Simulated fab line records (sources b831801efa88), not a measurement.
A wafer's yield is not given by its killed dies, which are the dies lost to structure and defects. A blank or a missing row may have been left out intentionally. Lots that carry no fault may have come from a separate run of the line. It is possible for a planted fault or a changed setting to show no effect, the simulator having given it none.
fab line records	flow sky130
record: lots: 6	wafers: 18	last-day: 49
route steps=708 shown POLY_GATE@222 PAD_OPEN@708
lots that met no fault: taken from a fault-free run of the same line
start-h: start of the lot's first displayed wafer, in hours after the record's first day	wait-h: how many hours have passed since the lot's step before this one	" identical to the entry in the row above	L1.1+2: one row covering several wafers at once	- either no value or no given start	* or withheld: withheld	< > ~ a bound
route shown NAME@n: a module of which the file shows steps, and the number in the route of the first	usual: the fault-free wafers' mean and standard deviation	same: alike in all rows	chamber/n: place in a boat	sites: each site's reading	_std_site: the values' standard deviation	_edge_site: outer sites' mean less inner sites'	radius-mm: how far each site lies from the wafer's centre	mask NAME#n: copy n	behind: the last tool/chamber to shape the wafer	hold: why the lot was held/for how many hours/how that ended	device: which transistor (n, p or np) failed to switch	end of line: at the end of the route, the tests of the same wafers	for a step that has no rows: nothing shown but its recipe	killed: not the wafer's yield, but the dies lost to structure and defects at the first sort	map: the dies of a wafer, with x for killed, . for not killed, _ for no die there
set.NAME: the setting the step ran with; set.NAME@STEP: the setting that earlier step ran with	model.NAME: the simulator's own value behind a step, which no gauge read
a table for each step, a row for each wafer; lots at some steps of the route
services: when a tool's chamber went out of use (start-h, in hours from the record's first day, below 0 if earlier), for how many hours, and the reason
== steps ==
step: SKY_POLY_GATE_COAT_08
recipe: resist: KrF-thick	spin-rpm: 3000	resist-thk-nm: 450
step: SKY_POLY_GATE_SOFTBAKE_09
recipe: temp-c: 100	time-s: 90	resist: KrF-thick
step: SKY_POLY_GATE_EXPOSE_10
recipe: mask-id: P1M	na: 0.68	source-shape: conventional	sigma-outer: 0.6	target-cd-nm: 150	dose-mj: 28
step: SKY_POLY_GATE_PEB_11
recipe: peb-temp-c: withheld	peb-time-s: withheld	resist: KrF-thick
step: SKY_POLY_GATE_DEVELOP_12
recipe: develop-time-s: 60	resist: KrF-thick	dev-temp-c: 21
step: SKY_POLY_GATE_CD_MEAS_13
recipe: target-cd-nm: 150
usual: cd-nm: 149.9/1.3
lot.wafer	tool	chamber	start-h	wait-h	cd-nm
L209.2	cd-sem-01	-	382.38	-	149.2
L209.3	"	-	"	"	148.7
L209.6	"	-	"	"	149.3
L212.1	cd-sem-01	-	406.55	-	150.5
L212.2	"	-	"	"	150.4
L212.4	"	-	"	"	149.6
L213.2	cd-sem-01	-	417.84	-	149.6
L213.5	"	-	"	"	150.2
L213.6	"	-	"	"	150.2
L214.3	cd-sem-02	-	431.16	-	150.6
L214.5	"	-	"	"	149.9
L214.6	"	-	"	"	150.9
L226.3	cd-sem-01	-	534.80	-	147.9
L226.4	"	-	"	"	149.5
L226.5	"	-	"	"	147.0
L228.1	cd-sem-01	-	546.60	-	149.5
L228.3	"	-	"	"	150.3
L228.6	"	-	"	"	150.2
step: SKY_POLY_GATE_OVL_MEAS_14
usual: POLY_GATE_OVL: -2/6
lot.wafer	tool	chamber	start-h	wait-h	POLY_GATE_OVL[nm]
L209.2	overlay-01	-	382.48	0.1	2
L209.3	"	-	"	"	4
L209.6	"	-	"	"	-2
L212.1	overlay-01	-	406.67	0.1	-5
L212.2	"	-	"	"	-7
L212.4	"	-	"	"	-9
L213.2	overlay-02	-	417.95	0.1	-2
L213.5	"	-	"	"	-4
L213.6	"	-	"	"	-4
L214.3	overlay-01	-	431.25	0.1	2
L214.5	"	-	"	"	2
L214.6	"	-	"	"	0
L226.3	overlay-02	-	534.89	0.1	-9
L226.4	"	-	"	"	-9
L226.5	"	-	"	"	-11
L228.1	overlay-02	-	546.72	0.1	-3
L228.3	"	-	"	"	6
L228.6	"	-	"	"	6
step: SKY_POLY_GATE_ETCH_15
recipe: chemistry: N2/H2	target: BARC	ion-energy-ev: 200	source-w: 500	bias-w: 100	pressure-mtorr: 30	n2-flow-sccm: 100	h2-flow-sccm: 200	stop-on: SiO2	time-s: 118.5	target-depth-a: 1100
usual: drypump-motor-current-A: 5.8/0.42	oes-product-au: 0.716/0.0046	rf-fwd-power-W: 497.4/2.1	throttle-valve-pct: 13.213/0.0091
lot.wafer	tool	chamber	start-h	wait-h	drypump-motor-current-A	oes-product-au	rf-fwd-power-W	rf-hours-counter-h	throttle-valve-pct
L209.2	rie-diel-02	1	382.51	0.0	5.2	0.716	498.1	89	13.202
L209.3	"	3	"	"	5.7	0.716	498.9	5	13.222
L209.6	"	2	"	"	6.1	0.716	498.5	-	13.211
L212.1	rie-diel-02	0	406.70	0.0	6.2	0.717	496.0	3	13.233
L212.2	"	2	"	"	6.1	0.718	496.4	42	13.215
L212.4	"	3	"	"	5.7	0.711	498.7	6	13.214
L213.2	rie-diel-02	0	417.98	0.0	6.2	0.716	496.2	4	13.200
L213.5	"	0	"	"	6.2	0.717	494.1	-	13.205
L213.6	"	3	"	"	5.7	0.716	498.4	-	13.219
L214.3	rie-diel-02	0	431.28	0.0	6.2	0.714	493.6	4	13.236
L214.5	"	2	"	"	6.1	0.720	495.2	-	13.216
L214.6	"	3	"	"	5.6	0.713	497.9	-	13.216
L226.3	rie-diel-04	3	534.91	0.0	5.7	0.714	499.3	17	13.203
L226.4	"	1	"	"	5.9	0.724	497.7	-	13.200
L226.5	"	3	"	"	5.7	0.720	499.7	-	13.208
L228.1	rie-diel-01	0	546.75	0.0	4.9	0.715	496.0	19	13.202
L228.3	"	2	"	"	6.1	0.719	501.0	25	13.213
L228.6	"	1	"	"	5.5	0.713	492.9	-	13.217
step: SKY_POLY_GATE_ETCH_16
recipe: stop-on: poly-Si	chemistry: CH3F/O2	target: Si3N4	source-w: 400	bias-w: 80	pressure-mtorr: 25	ch3f-flow-sccm: 40	O2_flow_sccm: 30	time-s: 147.5	target-depth-a: 750
usual: ch3f-flow-sccm: 40.00/0.12	drypump-motor-current-A: 5.8/0.42	oes-product-au: 0.641/0.0052	rf-fwd-power-W: 398.2/1.4	throttle-valve-pct: 10.535/0.0098
lot.wafer	tool	chamber	start-h	wait-h	ch3f-flow-sccm	drypump-motor-current-A	oes-product-au	rf-fwd-power-W	rf-hours-counter-h	throttle-valve-pct
L209.2	rie-diel-02	1	382.59	0.0	40.12	5.2	0.640	398.7	90	10.544
L209.3	"	3	"	"	40.04	5.7	0.644	399.1	5	10.537
L209.6	"	2	"	"	40.04	6.1	0.636	398.9	-	10.535
L212.1	rie-diel-02	0	406.79	0.0	40.04	6.2	0.632	398.7	3	10.537
L212.2	"	2	"	"	40.03	6.1	0.634	396.8	43	10.543
L212.4	"	3	"	"	40.01	5.7	0.633	399.4	6	10.531
L213.2	rie-diel-02	0	418.06	0.0	39.93	6.2	0.643	397.0	4	10.537
L213.5	"	0	"	"	39.75	6.2	0.633	400.8	-	10.533
L213.6	"	3	"	"	40.04	5.6	0.644	398.2	-	10.539
L214.3	rie-diel-02	0	431.36	0.0	39.94	6.2	0.635	397.2	4	10.556
L214.5	"	2	"	"	39.98	6.1	0.632	396.4	-	10.520
L214.6	"	3	"	"	40.12	5.6	0.640	398.4	-	10.526
L226.3	rie-diel-04	3	534.99	0.0	39.95	5.7	0.646	400.7	17	10.526
L226.4	"	1	"	"	40.15	5.9	0.646	400.5	-	10.549
L226.5	"	3	"	"	39.98	5.7	0.643	399.8	-	10.533
L228.1	rie-diel-01	0	546.83	0.0	40.03	4.9	0.646	398.0	19	10.538
L228.3	"	2	"	"	39.98	6.1	0.638	400.4	26	10.537
L228.6	"	1	"	"	39.99	5.5	0.645	397.3	-	10.536
step: SKY_POLY_GATE_ETCH_17
recipe: target-depth-nm: 180	stop-on: SiO2	over-etch-frac: 0.56667	chemistry: HBr/Cl2	target: poly-Si	icp-w: 400	bias-w: 100	pressure-mtorr: 10	HBr_flow_sccm: 150	Cl2_flow_sccm: 50	time-s: 70.5
usual: drypump-motor-current-A: 5.7/0.49	oes-product-au: 0.984/0.0079	rf-fwd-power-W: 396.3/1.4	throttle-valve-pct: 33.684/0.0087
lot.wafer	tool	chamber	start-h	wait-h	drypump-motor-current-A	oes-product-au	rf-fwd-power-W	rf-hours-counter-h	throttle-valve-pct
L209.2	rie-si-01	0	382.69	0.0	6.0	0.975	396.6	1	33.695
L209.3	"	1	"	"	5.7	0.979	395.2	6	33.680
L209.6	"	2	"	"	6.1	0.991	393.8	-	33.708
L212.1	rie-si-02	2	406.88	0.0	5.7	0.984	396.8	2	33.692
L212.2	"	0	"	"	5.4	0.985	396.3	29	33.681
L212.4	"	1	"	"	6.1	0.987	396.5	6	33.680
L213.2	rie-si-01	3	418.16	0.0	4.7	0.980	398.1	1	33.683
L213.5	"	3	"	"	4.7	0.976	396.2	-	33.681
L213.6	"	2	"	"	6.2	0.982	398.6	-	33.700
L214.3	rie-si-01	3	431.46	0.0	4.7	0.991	395.3	1	33.686
L214.5	"	1	"	"	5.7	0.980	394.3	-	33.684
L214.6	"	2	"	"	6.1	0.998	394.7	-	33.678
L226.3	rie-si-02	3	535.09	0.0	6.1	0.972	397.4	0	33.677
L226.4	"	0	"	"	5.4	0.994	397.0	30	33.699
L226.5	"	2	"	"	5.7	0.993	396.9	-	33.692
L228.1	rie-si-02	1	546.93	0.0	6.1	0.983	395.7	7	33.671
L228.3	"	3	"	"	6.1	0.974	396.6	0	33.682
L228.6	"	3	"	"	6.2	0.979	396.6	-	33.697
step: SKY_POLY_GATE_STRIP_18
recipe: chemistry: O2/N2	power-w: 1400	pressure-mtorr: 1500	platen-temp-c: withheld	o2-flow-sccm: 3000	n2-flow-sccm: 300	overash-fraction: 0.5
usual: drypump-motor-current-A: 5.87/0.11	o2-flow-sccm: 3000/9.7	oes-product-au: 0.360/0.0049	strip-time-to-endpoint-s: 3.14/0.052
lot.wafer	tool	chamber	start-h	wait-h	drypump-motor-current-A	o2-flow-sccm	oes-product-au	rf-hours-counter-h	strip-time-to-endpoint-s
L209.2	plasma-asher-01	0	382.75	0.0	5.86	3016	0.363	25	3.19
L209.3	"	1	"	"	5.81	3012	0.361	-	3.14
L209.6	"	0	"	"	5.85	3002	0.356	-	3.14
L212.1	plasma-asher-01	0	406.94	0.0	5.85	3010	0.364	27	3.09
L212.2	"	1	"	"	5.79	2984	0.363	27	3.15
L212.4	"	1	"	"	5.81	3002	0.354	-	3.07
L213.2	plasma-asher-01	0	418.22	0.0	5.86	2994	0.356	28	3.16
L213.5	"	1	"	"	5.81	2998	0.361	-	3.13
L213.6	"	0	"	"	5.84	2983	0.354	-	3.09
L214.3	plasma-asher-03	1	431.55	0.1	5.83	2988	0.348	-	3.11
L214.5	"	0	"	"	5.96	3001	0.352	-	3.17
L214.6	"	1	"	"	5.86	3000	0.346	-	3.06
L226.3	plasma-asher-02	1	535.18	0.1	5.69	3002	0.359	-	3.17
L226.4	"	0	"	"	6.01	3012	0.358	-	3.13
L226.5	"	0	"	"	6.00	2993	0.359	-	3.15
L228.1	plasma-asher-01	1	546.99	0.0	5.80	3014	0.360	43	3.18
L228.3	"	1	"	"	5.82	3025	0.365	-	3.04
L228.6	"	0	"	"	5.87	3004	0.368	-	3.18
step: SKY_POLY_GATE_CLEAN_19
recipe: chemistry: SC1/SC2	mix: 1:4:20	temp-c: 70	time-s: 150	dry: n2-spin
step: SKY_POLY_GATE_OXIDATION_20
recipe: temp-c: 850	ambient: O2	stabilise-s: 600	purge-s: 300	target-thk-a: 40	ox-time-s: 899
usual: spike-tc-bottom-C: 866.1/2	spike-tc-centre-C: 849.8/0.99	spike-tc-lower-C: 850.8/1.1	spike-tc-top-C: 861.5/1.3	spike-tc-upper-C: 848.6/1.1	tube-center-temp-C: 850.01/0.077	tube_center_temp_C_max: 852.2/0.38
lot.wafer	tool	chamber	start-h	wait-h	spike-tc-bottom-C	spike-tc-centre-C	spike-tc-lower-C	spike-tc-top-C	spike-tc-upper-C	tube-center-temp-C	tube_center_temp_C_max	model.SiO2_of_POLY_GATE_OXIDATION_20.thk-nm
L209.2	furnace-01	0	383.70	0.8	867.2	849.4	850.9	860.7	850.2	850.03	852.0	3.948
L209.3	"	0	"	"	866.9	850.1	851.8	859.9	850.6	850.05	853.3	3.94
L209.6	"	0	"	"	866.9	849.6	851.8	862.8	848.8	850.02	852.4	3.997
L212.1	furnace-02	0	409.73	2.6	863.3	848.7	850.9	863.7	847.0	849.98	852.1	4.09
L212.2	"	0	"	"	865.0	848.3	850.7	863.0	847.5	850.16	852.1	4.133
L212.4	"	0	"	"	864.2	851.2	850.2	862.6	849.4	850.05	852.6	4.015
L213.2	furnace-01	0	420.99	2.6	880.1	861.0	864.7	869.8	858.3	860.74	862.9	4.718
L213.5	"	0	"	"	878.1	860.9	861.6	871.5	859.5	860.75	862.8	4.682
L213.6	"	0	"	"	877.2	860.3	861.4	872.0	857.0	860.55	863.1	4.672
L214.3	furnace-01	0	433.35	1.7	878.4	861.5	862.2	870.6	861.1	860.71	862.8	4.607
L214.5	"	0	"	"	877.7	861.1	861.8	871.6	858.9	860.66	863.1	4.689
L214.6	"	0	"	"	876.9	858.6	863.3	869.9	860.1	860.62	862.8	4.665
L226.3	furnace-01	0	536.36	1.1	867.9	850.6	853.0	861.0	849.1	850.06	852.1	4.082
L226.4	"	0	"	"	866.6	850.1	851.8	861.9	850.6	849.92	852.7	4.066
L226.5	"	0	"	"	866.9	850.2	850.3	861.8	849.7	850	852.7	4.18
L228.1	furnace-02	0	547.14	0.0	862.7	851.6	849.1	862.6	847.4	849.91	852.4	4.034
L228.3	"	0	"	"	862.4	849.4	850.2	863.6	847.2	849.94	851.9	4.017
L228.6	"	0	"	"	865.3	850.8	851.2	862.3	847.6	850.04	851.9	4.003
step: SKY_POLY_GATE_THK_MEAS_21
recipe: reads: SiO2_of_POLY_GATE_OXIDATION_20
usual: POLY_GATE_OXIDATION_THK: 4.02/0.074
lot.wafer	tool	chamber	start-h	wait-h	POLY_GATE_OXIDATION_THK[nm]
L209.2	film-metro-04	-	384.96	0.0	3.96
L209.3	"	-	"	"	3.94
L209.6	"	-	"	"	4.05
L212.1	film-metro-04	-	410.98	0.0	4.10
L212.2	"	-	"	"	4.13
L212.4	"	-	"	"	3.99
L213.2	film-metro-01	-	422.25	0.0	4.73
L213.5	"	-	"	"	4.71
L213.6	"	-	"	"	4.68
L214.3	film-metro-03	-	434.62	0.0	4.59
L214.5	"	-	"	"	4.69
L214.6	"	-	"	"	4.65
L226.3	film-metro-03	-	537.63	0.0	4.08
L226.4	"	-	"	"	4.01
L226.5	"	-	"	"	4.15
L228.1	film-metro-04	-	548.39	0.0	4.04
L228.3	"	-	"	"	4.01
L228.6	"	-	"	"	4.00
step: SKY_POLY_GATE_CD_MEAS_22
usual: cd-nm: 150.5/2.8
lot.wafer	tool	chamber	start-h	wait-h	cd-nm
L209.2	cd-sem-02	-	385.05	0.1	146.8
L209.3	"	-	"	"	149.2
L209.6	"	-	"	"	147.6
L212.1	cd-sem-02	-	411.04	0.1	152.3
L212.2	"	-	"	"	146.0
L212.4	"	-	"	"	147.9
L213.2	cd-sem-02	-	422.33	0.1	149.1
L213.5	"	-	"	"	148.4
L213.6	"	-	"	"	148.7
L214.3	cd-sem-02	-	434.71	0.1	148.2
L214.5	"	-	"	"	150.9
L214.6	"	-	"	"	150.7
L226.3	cd-sem-02	-	537.72	0.1	146.3
L226.4	"	-	"	"	150.8
L226.5	"	-	"	"	144.1
L228.1	cd-sem-02	-	548.45	0.1	149.4
L228.3	"	-	"	"	152.9
L228.6	"	-	"	"	150.8
step: SKY_PAD_OPEN_PROBE_99
usual: killed_at_M0_to_M3: 41/6.2	killed_at_M4_up: 3.0/1.7	killed-at-contacts: 25/5.8	killed-at-front-end: 16/4.5	killed-at-other: 0.2/0.42	killed-dies: 85/8.4	killed-open: 46/5.9	killed-short: 39/6.3
same: gross-dies: 492	killed-at-back-side: 0
lot.wafer	tool	chamber	start-h	wait-h	killed_at_M0_to_M3	killed_at_M4_up	killed-at-contacts	killed-at-front-end	killed-at-other	killed-dies	killed-open	killed-short	model.etest.tip-sonos.rs-ohm-sq	model.etest.tip-n.rs-ohm-sq
L209.2	prober-01	-	1088.71	0.1	43	2	36	12	0	93	47	46	2598	445.6
L209.3	prober-01	-	1088.76	0.2	45	2	26	15	0	88	46	42	2570	438.8
L209.6	prober-01	-	1088.91	0.2	36	5	32	10	0	83	48	34	2541	442
L212.1	prober-02	-	1104.27	0.1	44	8	27	13	0	92	47	45	2599	440
L212.2	prober-02	-	1104.32	0.1	45	3	25	11	0	84	53	31	2636	439.6
L212.4	prober-02	-	1104.42	0.2	37	4	30	5	0	76	40	36	2582	436.1
L213.2	prober-01	-	1111.35	0.1	35	2	29	26	0	92	51	41	2738	458.9
L213.5	prober-01	-	1111.50	0.2	54	6	20	10	0	90	48	42	2749	451.7
L213.6	prober-01	-	1111.55	0.2	39	3	27	18	0	87	50	37	2675	454.7
L214.3	prober-02	-	1120.15	0.2	42	4	25	17	0	88	41	47	2752	445.5
L214.5	prober-02	-	1120.25	0.2	45	4	31	16	1	97	57	40	2804	450.3
L214.6	prober-02	-	1120.30	0.2	35	3	28	9	2	77	38	39	2798	449.5
L226.3	prober-02	-	1181.71	0.2	34	3	21	16	1	75	44	31	2769	439.4
L226.4	prober-02	-	1181.76	0.2	30	2	22	15	0	69	39	30	2748	438.4
L226.5	prober-02	-	1181.81	0.2	34	2	22	14	0	72	46	26	2798	439.7
L228.1	prober-01	-	1186.97	0.1	33	6	32	20	0	91	44	44	2669	445.6
L228.3	prober-01	-	1187.07	0.2	50	3	21	17	0	91	45	45	2667	443.5
L228.6	prober-01	-	1187.22	0.2	43	2	22	14	0	81	48	33	2746	440.7
killed by level:class
L209.2 CONTACT:geometric-particle:open=14 VIA1:geometric-particle:open=13 CONTACT:geometric-particle:short=8 LOCAL_INTERCONNECT:geometric-particle:short=7 METAL2:geometric-particle:short=7 LI_CONTACT:geometric-particle:open=5 VIA1:geometric-particle:short=5 VIA2:geometric-particle:open=5
L209.3 CONTACT:geometric-particle:open=15 VIA1:geometric-particle:open=12 METAL1:geometric-particle:short=7 FIELD_ISO:geometric-particle:open=6 LOCAL_INTERCONNECT:geometric-particle:short=6 METAL3:geometric-particle:short=6 VIA1:geometric-particle:short=4 METAL2:geometric-particle:short=4
L209.6 LI_CONTACT:geometric-particle:open=12 VIA1:geometric-particle:open=11 LOCAL_INTERCONNECT:geometric-particle:short=7 CONTACT:geometric-particle:short=7 CONTACT:geometric-particle:open=6 VIA2:geometric-particle:open=6 VIA3:geometric-particle:open=5 POLY_GATE:geometric-particle:short=4
L212.1 CONTACT:geometric-particle:open=11 VIA1:geometric-particle:short=11 VIA1:geometric-particle:open=11 CONTACT:geometric-particle:short=8 VIA2:geometric-particle:open=7 METAL4:geometric-particle:short=6 FIELD_ISO:geometric-particle:open=3 FIELD_ISO:geometric-particle:short=3
L212.2 VIA1:geometric-particle:open=15 CONTACT:geometric-particle:open=10 VIA2:geometric-particle:open=8 LI_CONTACT:geometric-particle:open=7 METAL2:geometric-particle:short=5 CONTACT:geometric-particle:short=4 VIA1:geometric-particle:short=4 VIA3:geometric-particle:open=4
L212.4 LI_CONTACT:geometric-particle:open=10 VIA1:geometric-particle:open=10 CONTACT:geometric-particle:short=9 METAL1:geometric-particle:short=7 VIA2:geometric-particle:open=6 CONTACT:geometric-particle:open=5 VIA1:geometric-particle:short=5 LI_CONTACT:geometric-particle:short=4
L213.2 VIA1:geometric-particle:open=10 CONTACT:geometric-particle:open=9 FIELD_ISO:geometric-particle:short=6 SPACER:geometric-particle:open=6 CONTACT:geometric-particle:short=6 VIA2:geometric-particle:open=6 FIELD_ISO:geometric-particle:open=5 LI_CONTACT:geometric-particle:open=5
L213.5 CONTACT:geometric-particle:open=11 VIA1:geometric-particle:open=10 VIA2:geometric-particle:open=7 VIA3:geometric-particle:open=7 VIA3:geometric-particle:short=6 CONTACT:geometric-particle:short=5 VIA1:geometric-particle:short=5 POLY_GATE:geometric-particle:short=4
L213.6 VIA1:geometric-particle:open=10 VIA2:geometric-particle:open=8 CONTACT:geometric-particle:open=7 LI_CONTACT:geometric-particle:open=7 FIELD_ISO:geometric-particle:open=6 POLY_GATE:geometric-particle:short=5 LOCAL_INTERCONNECT:geometric-particle:short=5 VIA3:geometric-particle:open=5
L214.3 METAL1:geometric-particle:short=9 VIA3:geometric-particle:open=8 CONTACT:geometric-particle:open=7 LI_CONTACT:geometric-particle:open=6 FIELD_ISO:geometric-particle:open=5 LOCAL_INTERCONNECT:geometric-particle:short=5 CONTACT:geometric-particle:short=5 VIA1:geometric-particle:open=4
L214.5 LI_CONTACT:geometric-particle:open=12 VIA1:geometric-particle:open=10 CONTACT:geometric-particle:open=9 LOCAL_INTERCONNECT:geometric-particle:short=6 METAL1:geometric-particle:short=6 VIA3:geometric-particle:open=6 VIA2:geometric-particle:open=5 FIELD_ISO:geometric-particle:open=4
L214.6 VIA3:geometric-particle:open=9 CONTACT:geometric-particle:short=8 LI_CONTACT:geometric-particle:open=6 CONTACT:geometric-particle:open=6 VIA1:geometric-particle:open=6 LI_CONTACT:geometric-particle:short=5 METAL1:geometric-particle:short=5 VIA2:geometric-particle:short=5
L226.3 CONTACT:geometric-particle:open=7 FIELD_ISO:geometric-particle:open=6 METAL1:geometric-particle:short=6 VIA1:geometric-particle:open=6 VIA3:geometric-particle:open=6 POLY_GATE:geometric-particle:open=5 LI_CONTACT:geometric-particle:open=4 LOCAL_INTERCONNECT:geometric-particle:short=4
L226.4 CONTACT:geometric-particle:open=10 VIA1:geometric-particle:open=7 FIELD_ISO:geometric-particle:open=5 LI_CONTACT:geometric-particle:open=4 VIA1:geometric-particle:short=4 VIA2:geometric-particle:open=4 METAL3:geometric-particle:short=4 VIA3:geometric-particle:open=4
L226.5 CONTACT:geometric-particle:open=11 VIA1:geometric-particle:open=11 VIA2:geometric-particle:open=7 FIELD_ISO:geometric-particle:short=4 LI_CONTACT:geometric-particle:open=4 POLY_GATE:geometric-particle:short=3 LOCAL_INTERCONNECT:geometric-particle:short=3 METAL2:geometric-particle:open=3
L228.1 CONTACT:geometric-particle:open=15 FIELD_ISO:geometric-particle:open=5 POLY_GATE:geometric-particle:short=5 LOCAL_INTERCONNECT:geometric-particle:short=5 VIA1:geometric-particle:open=5 METAL4:geometric-particle:short=5 POLY_GATE:geometric-particle:open=4 LI_CONTACT:geometric-particle:open=4
L228.3 VIA2:geometric-particle:open=10 METAL1:geometric-particle:short=9 VIA3:geometric-particle:short=8 CONTACT:geometric-particle:open=8 POLY_GATE:geometric-particle:open=6 VIA1:geometric-particle:open=5 VIA3:geometric-particle:open=5 VIA1:geometric-particle:short=4
L228.6 CONTACT:geometric-particle:open=12 VIA1:geometric-particle:open=10 VIA3:geometric-particle:open=8 VIA2:geometric-particle:short=6 FIELD_ISO:geometric-particle:short=5 VIA2:geometric-particle:open=5 POLY_GATE:geometric-particle:open=4 VIA3:geometric-particle:short=4
== services ==
tool	chamber	start-h	hours	kind
rie-diel-02	3	363.21	6.3	repair
rie-diel-02	0	367.30	4.7	repair
rie-si-02	2	370.46	6.2	repair
rie-si-02	2	378.73	21.0	repair
plasma-asher-01	-	383.35	2.2	repair
rie-si-01	3	391.84	3.4	repair
rie-si-02	-	393.68	4.8	repair
rie-diel-01	0	397.34	2.4	repair
furnace-02	-	400.63	3.4	pm
rie-diel-02	0	409.98	4.1	repair
furnace-01	-	415.41	2.9	pm
rie-diel-01	-	419.25	0.8	repair
rie-diel-04	0	435.19	3.0	repair
rie-si-02	1	462.07	3.4	repair
rie-diel-01	0	465.11	2.0	repair
rie-diel-02	2	465.58	2.0	repair
rie-si-01	3	489.45	4.4	repair
rie-diel-04	0	511.95	8.6	repair
furnace-01	-	514.58	5.8	pm
furnace-02	-	526.32	4.3	pm
rie-diel-01	3	526.63	15.1	repair
rie-diel-02	2	530.49	5.6	repair
rie-diel-02	-	532.92	4.7	repair
plasma-asher-01	-	542.74	1.5	repair
== key ==
first-sign: step: SKY_POLY_GATE_OXIDATION_20	reading: tube-center-temp-C	direction: up	sigmas: 99+	usual: *	struck: *
effect: step: SKY_POLY_GATE_OXIDATION_20	reading: tube_center_temp_C_max	direction: up	sigmas: 28	usual: *	struck: *
effect: step: SKY_POLY_GATE_THK_MEAS_21	reading: POLY_GATE_OXIDATION_THK	direction: up	sigmas: 8.8	usual: 4.02	struck: 4.67
model-effect: step: SKY_POLY_GATE_OXIDATION_20	value: SiO2_of_POLY_GATE_OXIDATION_20.thk-nm	without: 4.105	struck: 4.672
model-effect: step: SKY_PAD_OPEN_PROBE_99	value: etest.tip-sonos.rs-ohm-sq	without: 2653	struck: 2753
met-at SKY_POLY_GATE_OXIDATION_20
struck-wafers L213.2,L213.5,L213.6,L214.3,L214.5,L214.6
tester-left-out L213,L214
onset-between 383.70 420.99
fault: kind: process-parameter-drift	tool: furnace-01	chamber: -	onset-h: 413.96	steps: SKY_POLY_GATE_OXIDATION_20	channel: temp-c	offset: *	shape: step	end-h: 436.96	acts-in: *	stated: *
tester-left-out: of these lots the tester's yield and bins aren't shown, on N5 and GAA mostly nor the transistor test; their killed dies are dies lost to structure and defects alone, not to doping, threshold or leakage, so they don't give the yield
